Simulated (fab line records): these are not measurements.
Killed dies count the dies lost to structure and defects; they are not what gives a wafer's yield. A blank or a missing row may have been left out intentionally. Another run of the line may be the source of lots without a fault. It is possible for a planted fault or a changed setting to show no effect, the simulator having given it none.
The same fault as seen by 2 desks	flow sky130	what lay behind the numbers comes last; until then each desk has only its own

FROM THE METROLOGY DESK
Means of the sampled wafers that have a number, per lot and without regard to the tool the lot ran on: this is what the gauges read. Marked OUT: a lot whose mean sits more than 4 standard deviations from the usual mean, which makes it out of limits; the brackets give that distance.
Columns: A = VIA3_W_RS at SKY_VIA3_RS_MEAS_22, usual 0.297 ohm/sq; B = VIA3_W_THK at SKY_VIA3_THK_MEAS_23, usual 393 nm; C = CAP2M_CVD_00_THK at SKY_CAP2M_THK_MEAS_01, usual 15.53 nm; D = CAP2M_TIN_RS at SKY_CAP2M_RS_MEAS_03, usual 7.21 ohm/sq; E = CAP2M_TIN_THK at SKY_CAP2M_THK_MEAS_04, usual 190.1 nm; F = CAP2M_OVL at SKY_CAP2M_OVL_MEAS_12, usual -0.7 nm; G = cd-nm at SKY_METAL4_CD_MEAS_13, usual 300.2 nm
lot	first seen here	A	B	C	D	E	F	G
L993	day 41 11:16	0.306	380	15.68	7.18	190.7	0.4	301.6
L997	day 42 11:59	0.293	398	15.34	7.22	189.9	0.6	300.3
L999	day 43 13:20	0.299	395	15.31	7.09	192.7	0.4	301.3
L104	day 44 12:30	0.296	393	15.57	7.08	192.0	-2.1	301.1
L108	day 45 11:45	0.297	398	15.62	7.03	194.7	-0.9	299.4
L109	day 45 23:56	0.296	402	15.37	7.06	194.8	0.1	299.0
Finding of this desk: none of the 6 lots has anything out of limits.

TOOL OWNER'S DESK, pvd-sputter-02
The tool's own readings at SKY_METAL4_SPUTTER_02 (material AlCu, target thk 735 nm, time 39.1 s): means of the sampled wafers that have a number, for each lot that ran on this tool. Marked OUT: a lot whose mean sits more than 4 standard deviations from the usual mean, which makes it out of limits; the brackets give that distance.
Columns: A = cathode-dc-power-W at SKY_METAL4_SPUTTER_02, usual 10600 W; B = chamber-pressure-pa at SKY_METAL4_SPUTTER_02, usual 0.3999 Pa; C = throttle-valve-pct at SKY_METAL4_SPUTTER_02, usual 29.7 %
lot	first seen here	A	B	C
L999	day 43 13:50	10601	0.4128 (+17) OUT	28.4
L104	day 44 12:59	10599	0.4257 (+34) OUT	27.9
This desk's finding: out of limits on L104, L999; first on L999, day 43 13:50 (chamber-pressure-pa at SKY_METAL4_SPUTTER_02). In limits: none.

PUT TOGETHER
The tool owner's desk had the chance to raise an alarm at day 43 13:50 on L104, L999.
Nothing out of limits was seen by the metrology desk.
The metrology desk holds a record of L104, L999, inside its limits.
The lots listed all ran SKY_METAL4_SPUTTER_02 on pvd-sputter-02.

WHAT THE SIMULATOR PUT IN
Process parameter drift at SKY_METAL4_SPUTTER_02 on pvd-sputter-02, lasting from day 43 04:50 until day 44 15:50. The setting chamber-pressure-pa was moved by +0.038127, starting from 0.4. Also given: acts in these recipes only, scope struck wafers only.
Lots struck among those shown: L104, L999.
Each desk's first reading out of limits, in hours after the fault started: the tool owner's desk, 9.
